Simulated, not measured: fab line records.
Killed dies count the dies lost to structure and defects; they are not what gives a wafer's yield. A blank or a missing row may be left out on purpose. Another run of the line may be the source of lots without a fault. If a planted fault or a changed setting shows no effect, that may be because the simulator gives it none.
Which tool did it? ; flow gf180mcu ; Sampling: 14 lots, 42 wafers, 5 of 602 route steps

## WHAT THE GAUGES READ, wafer by wafer
GF_VT_IMPLANT_OVL_MEAS_18. Usual: VT_IMPLANT_01_OVL typically reads 0.7 nm, with standard deviation 1.5.
lot;measured;on;VT_IMPLANT_01_OVL (nm);flag
L342;day 6 08:56;overlay-02;1.3 1.7 2.2;
L343;day 6 09:32;overlay-02;1.1 -0.2 -0.4;
L344;day 6 19:34;overlay-01;3.4 2.5 3.6;
L345;day 6 23:47;overlay-02;-2.0 2.1 -0.3;
L346;day 7 10:09;overlay-02;1.4 0.2 1.6;
L347;day 7 13:25;overlay-02;-1.3 0.1 0.3;
L350;day 8 07:17;overlay-02;0.0 0.4 0.2;
L354;day 9 21:41;overlay-01;1.1 0.7 0.8;
L356;day 10 07:11;overlay-01;0.1 -0.2 1.9;
L357;day 10 07:28;overlay-01;-2.5 -3.1 -4.4;
L359;day 10 21:50;overlay-02;2.2 -0.2 -0.7;
L361;day 11 07:17;overlay-02;-0.7 -1.7 -1.6;
L362;day 11 12:58;overlay-01;1.6 -0.7 1.3;
L364;day 12 00:32;overlay-02;3.4 1.3 1.0;

GF_VT_IMPLANT_OVL_MEAS_40. Usual: VT_IMPLANT_03_OVL typically reads -0.6 nm, with standard deviation 1.4.
lot;measured;on;VT_IMPLANT_03_OVL (nm);flag
L342;day 7 15:13;overlay-01;-2.4 -0.9 -2.9;
L343;day 7 16:02;overlay-02;-2.8 -1.0 -2.1;
L344;day 8 03:32;overlay-01;-0.5 -0.3 -1.5;
L345;day 8 08:07;overlay-02;-1.3 -0.8 -1.6;
L346;day 8 17:59;overlay-02;-2.2 -2.0 -2.8;
L347;day 8 22:19;overlay-02;0.9 0.5 1.7;
L350;day 9 16:31;overlay-01;-1.8 -1.2 -0.6;
L354;day 11 10:02;overlay-01;0.0 1.1 -0.4;
L356;day 11 21:02;overlay-02;-2.6 -2.4 -3.2;
L357;day 11 21:20;overlay-02;-2.2 1.1 -1.1;
L359;day 12 12:23;overlay-01;-0.7 -0.5 -2.2;
L361;day 12 22:12;overlay-02;-0.9 0.5 -0.4;
L362;day 13 03:38;overlay-02;0.5 -1.7 -1.0;
L364;day 13 17:47;overlay-02;-1.3 -2.2 -1.3;

GF_VT_IMPLANT_TW_MEAS_43. Usual: VT_IMPLANT_4_TW typically reads 690, with standard deviation 5.3.
lot;measured;on;VT_IMPLANT_4_TW;flag
L342;day 7 15:30;filmMetro-04;695 691 693;
L343;day 7 16:19;filmMetro-04;690 691 688;
L344;day 8 03:50;filmMetro-04;698 697 693;
L345;day 8 08:24;filmMetro-04;689 689 693;
L346;day 8 18:17;filmMetro-01;692 690 690;
L347;day 8 22:37;filmMetro-03;683 683 683;
L350;day 9 16:48;filmMetro-04;688 687 685;
L354;day 11 10:19;filmMetro-04;697 697 696;
L356;day 11 21:28;filmMetro-01;687 685 687;
L357;day 11 21:37;filmMetro-01;689 687 687;
L359;day 12 12:40;filmMetro-04;697 696 693;
L361;day 12 22:39;filmMetro-01;689 693 693;
L362;day 13 03:55;filmMetro-04;698 699 694;
L364;day 13 18:04;filmMetro-03;679 683 681;

GF_VT_IMPLANT_RS_MEAS_47: a four-point-probe measurement. Usual: NWELL_RS typically reads 488.7 ohm/sq, with standard deviation 1.3.
lot;measured;on;NWELL_RS (ohm/sq);flag
L342;day 7 15:50;filmMetro-01;488.8 487.6 486.9;
L343;day 7 16:39;filmMetro-01;489.4 487.7 489.7;
L344;day 8 04:10;filmMetro-01;488.9 489.4 489.5;
L345;day 8 08:47;filmMetro-02;488.3 489.2 489.6;
L346;day 8 18:37;filmMetro-04;487.7 488.6 487.9;
L347;day 8 23:01;filmMetro-04;489.3 488.9 488.3;
L350;day 9 17:08;filmMetro-01;490.4 490.2 489.5;
L354;day 11 10:42;filmMetro-02;490.3 489.4 488.3;
L356;day 11 21:52;filmMetro-02;494.9 495.6 493.3;OFF
L357;day 11 21:59;filmMetro-01;497.7 497.5 497.1;OFF
L359;day 12 13:02;filmMetro-04;489.0 489.2 489.6;
L361;day 12 23:01;filmMetro-04;488.9 489.9 489.0;
L362;day 13 04:16;filmMetro-01;489.1 489.0 488.8;
L364;day 13 18:23;filmMetro-01;489.1 489.9 489.5;

## WHAT TOOL EACH LOT RAN ON (gives the tool, then ch and the chambers of the sampled wafers, and finally the start)
lot;GF_NWELL_IMPLANT_08
L342;implanter-04 ch 0, day 3 10:00
L343;implanter-02 ch 0, day 3 11:54
L344;implanter-02 ch 0, day 3 19:39
L345;implanter-02 ch 0, day 3 23:43
L346;implanter-04 ch 0, day 4 04:46
L347;implanter-04 ch 0, day 4 11:30
L350;implanter-04 ch 0, day 5 02:34
L354;implanter-02 ch 0, day 6 09:55
L356;implanter-02 ch 0, day 6 18:54
L357;implanter-02 ch 0, day 6 19:35
L359;implanter-04 ch 0, day 7 07:17
L361;implanter-04 ch 0, day 7 15:33
L362;implanter-04 ch 0, day 7 19:51
L364;implanter-04 ch 0, day 8 07:30
- GF_NWELL_IMPLANT_08

## AS READ BY THE TOOLS THEMSELVES (means over the sampled wafers that have a number; for cases with no such wafer, the mark the record gives instead)
GF_NWELL_IMPLANT_08. Usual: beamEnergyKeV at 449.98, with a standard deviation of 0.13.
lot;tool;beamEnergyKeV;flag
L342;implanter-04;449.92;
L343;implanter-02;449.96;
L344;implanter-02;450.06;
L345;implanter-02;449.83;
L346;implanter-04;450.00;
L347;implanter-04;449.91;
L350;implanter-04;449.94;
L354;implanter-02;449.90;
L356;implanter-02;412.96;OFF
L357;implanter-02;413.15;OFF
L359;implanter-04;449.90;
L361;implanter-04;449.95;
L362;implanter-04;449.90;
L364;implanter-04;449.98;

## THE ANSWER, worked out from the rows above alone
Rule: a lot is off if the mean of its wafers that have a number lies more than 3 standard deviations from the usual mean. A lot without any number at a reading at which 4 lots or more have one is off too. All remaining lots with rows at the step are treated as sound. The gauges are gone through in route order, then the tools' own readings, and for those a lot's mean is taken as printed above. At the first step where some lot is off, the reading lying furthest off is the one used; lots without a number count as furthest.
Off: L356, L357, seen at GF_VT_IMPLANT_RS_MEAS_47 (NWELL_RS).
If a tool, at a process step before that reading, ran all the lots that are off and no sound lot after the first of them, it fits. The gauges at GF_VT_IMPLANT_RS_MEAS_47 aren't tried: what is off there is off at GF_NWELL_IMPLANT_08 too, on other tools, and a gauge's error can't cause that. One fits: GF_NWELL_IMPLANT_08 on implanter-02. A fault onset in the window from L354 (day 6 09:55, its last sound lot) to L356 (day 6 18:54, its first lot off) fits.
The tool's own readings at GF_NWELL_IMPLANT_08 bear it out: on the lots that are off they differ by more than 5 times the standard deviation of the sound lots' means. beamEnergyKeV reads 413.05 there against 449.94 on the sound lots.

## WHAT THE SIMULATOR HAD PUT IN
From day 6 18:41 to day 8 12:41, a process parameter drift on implanter-02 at GF_NWELL_IMPLANT_08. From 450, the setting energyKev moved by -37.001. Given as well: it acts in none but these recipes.
Shown lots that were struck: L356, L357. Same finding as the rule above.
